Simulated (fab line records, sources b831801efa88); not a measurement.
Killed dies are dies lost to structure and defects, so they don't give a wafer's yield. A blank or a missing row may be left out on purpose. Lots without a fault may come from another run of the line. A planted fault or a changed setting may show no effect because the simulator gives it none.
Problem report in the 8D (eight disciplines) form, filled by code | flow sky130 | the parts of the form that need people (team, actions taken, sign-off) are left out

1. THE PROBLEM
heater_power_total_W at SKY_RES_PROTECT_SOFTBAKE_03 reads a mean of 67.38 W on 9 wafers of 3 lots; wafers without a fault read 56.60 W with a standard deviation of 0.046. That is +99 or more standard deviations from the usual mean.
The step: time 60 s.
First seen on wafer L302.2, day 21 07:21, on litho_track-03. The record holds 21 wafers of 7 lots with a number at this step. Rule for "out", or "out of limits": more than 4 standard deviations from the usual mean. The other wafers with a number count as sound.

2. WHAT IT IS AND WHAT IT IS NOT
question                    | is                                 | is not
which readings at this step | heater_power_total_W, run_length_s | -
which lots                  | L302, L303, L304                   | L284, L286, L296, L305
which wafers of those lots  | all that have a number             | -
read on which tools         | litho_track-03                     | litho_track-01, litho_track-02
when                        | from day 21 07:21                  | up to then (9 sound wafers); but 3 sound wafers of L305 came after

3. SUSPECTS, AND WHAT RULES EACH OUT
Counting: a tool at a process step up to the reading stays a suspect if it ran every lot that is out and no sound lot after the first of them.
- litho_track-03 at SKY_RES_PROTECT_SOFTBAKE_03 (time 60 s): kept. It ran every lot that is out, first L302 (day 21 07:21), and no sound lot after that; its last sound lot up to then is L296 (day 18 22:15). Its own readings are out on those wafers: heater_power_total_W, run_length_s.
Left after counting: litho_track-03 at SKY_RES_PROTECT_SOFTBAKE_03.

4. THE CAUSE (what the simulator had put in)
Process parameter drift: litho_track-03, from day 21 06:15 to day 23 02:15, at SKY_RES_PROTECT_SOFTBAKE_03. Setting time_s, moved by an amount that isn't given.
Counting left only this tool.

5. THE CHAIN OF EFFECTS, in route order
Each row: a reading whose mean over the struck wafers that have a number lies more than 3 standard deviations from the usual. Only readings for which the record gives a usual standard deviation are gone through. hours: the time from each lot's start at the first step in this table that gives one to its start at this step, as a median over the lots. sigmas: the change in usual standard deviations.
hours | step                        | reading              | usual   | on struck wafers | change | sigmas
0     | SKY_RES_PROTECT_SOFTBAKE_03 | heater_power_total_W | 56.60 W | 67.38            | +10.78 | +99 or more
0     | SKY_RES_PROTECT_SOFTBAKE_03 | run_length_s         | 88.97 s | 63.98            | -24.99 | -99 or more
The process steps in it:
- SKY_RES_PROTECT_SOFTBAKE_03: time 60 s.

6. WHAT WOULD HAVE CAUGHT IT SOONER
In this record the first reading out of limits was taken at day 21 07:21, 1 hour after the fault began at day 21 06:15.
